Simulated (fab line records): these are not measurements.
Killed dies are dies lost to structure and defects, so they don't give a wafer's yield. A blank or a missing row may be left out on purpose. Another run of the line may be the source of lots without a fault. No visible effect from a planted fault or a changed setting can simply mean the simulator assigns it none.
Shared-tool check | flow sky130 | 14 lots and 42 wafers in the sample

WHY IT WAS OPENED
Of 14 lots, 2 have the reading VT_ADJUST_NCORE_TW flagged at SKY_VT_ADJUST_NCORE_TW_MEAS_11. No-fault wafers: 220.2, standard deviation 2.5.
Rule: a lot gets a flag if all its wafers with a number sit over 4 standard deviations from that mean, or if no wafer of it has a number. As for the other lots, they are considered sound.

lot  | measured     | on            | VT_ADJUST_NCORE_TW, wafer by wafer | flag
L631 | day 8 16:21  | film-metro-01 | 219.2 217.8 219.6                  |
L632 | day 8 22:31  | film-metro-04 | 223.6 225.3 224.0                  |
L636 | day 10 06:02 | film-metro-01 | 218.8 220.6 218.5                  |
L637 | day 10 07:38 | film-metro-02 | 250.0 249.1 249.6                  | FLAGGED
L638 | day 10 18:04 | film-metro-01 | 251.0 251.0 250.6                  | FLAGGED
L643 | day 12 00:31 | film-metro-04 | 222.4 222.2 223.0                  |
L644 | day 12 11:36 | film-metro-01 | 219.5 219.6 217.5                  |
L645 | day 12 19:07 | film-metro-04 | 223.6 222.9 223.5                  |
L647 | day 13 15:19 | film-metro-02 | 218.8 217.3 219.0                  |
L648 | day 13 21:31 | film-metro-01 | 220.0 219.0 220.6                  |
L649 | day 13 23:47 | film-metro-01 | 220.0 219.4 218.5                  |
L651 | day 14 18:26 | film-metro-02 | 217.9 218.5 218.6                  |
L652 | day 15 00:05 | film-metro-02 | 219.7 218.8 217.5                  |
L654 | day 15 12:08 | film-metro-01 | 218.1 218.9 219.7                  |
On average the flagged lots' numbers are 250.2, which is +30.0 against the usual, or +12 standard deviations.

WHICH TOOL EACH LOT WENT THROUGH
The record holds 1 process step before the reading, out of a route of 708 steps. In each cell: the tool, then ch and the chambers that the sampled wafers went through, then the start.
lot  | flag    | SKY_VT_ADJUST_LVTN_COAT_13
L631 |         | litho-track-02 ch 0, day 7 08:58
L632 |         | litho-track-02 ch 0, day 7 15:16
L636 |         | litho-track-03 ch 0, day 8 19:39
L637 | FLAGGED | litho-track-02, day 8 21:52
L638 | FLAGGED | litho-track-03, day 9 07:36
L643 |         | litho-track-03 ch 0, day 10 13:02
L644 |         | litho-track-02 ch 0, day 10 22:32
L645 |         | litho-track-04 ch 0, day 11 06:29
L647 |         | litho-track-02 ch 0, day 12 00:52
L648 |         | litho-track-03 ch 0, day 12 08:21
L649 |         | litho-track-03 ch 0, day 12 10:36
L651 |         | litho-track-03 ch 0, day 13 02:48
L652 |         | litho-track-02 ch 0, day 13 08:56
L654 |         | litho-track-04 ch 0, day 13 19:25
What the steps here do:
- SKY_VT_ADJUST_LVTN_COAT_13: resist thk 1140 nm.
- SKY_VT_ADJUST_NCORE_TW_MEAS_11

FLAGGED OVER TOTAL, TOOL BY TOOL (the gauges that took the reading come last)
step                           | tool           | lots run | flagged | share of the flagged lots | sound lots run after its first flagged lot
SKY_VT_ADJUST_LVTN_COAT_13     | litho-track-02 | 6        | 1       | some                      | 3 (L644,L647,L652)
SKY_VT_ADJUST_LVTN_COAT_13     | litho-track-03 | 6        | 1       | some                      | 4 (L643,L648,L649,L651)
SKY_VT_ADJUST_LVTN_COAT_13     | litho-track-04 | 2        | 0       | none                      | -
SKY_VT_ADJUST_NCORE_TW_MEAS_11 | film-metro-01  | 7        | 1       | some                      | 4 (L644,L648,L649,L654)
SKY_VT_ADJUST_NCORE_TW_MEAS_11 | film-metro-02  | 4        | 1       | some                      | 3 (L647,L651,L652)
SKY_VT_ADJUST_NCORE_TW_MEAS_11 | film-metro-04  | 3        | 0       | none                      | -

WHAT THE TABLE ALLOWS
No row of the table ran every flagged lot.

WHAT HAD BEEN PUT IN BY THE SIMULATOR
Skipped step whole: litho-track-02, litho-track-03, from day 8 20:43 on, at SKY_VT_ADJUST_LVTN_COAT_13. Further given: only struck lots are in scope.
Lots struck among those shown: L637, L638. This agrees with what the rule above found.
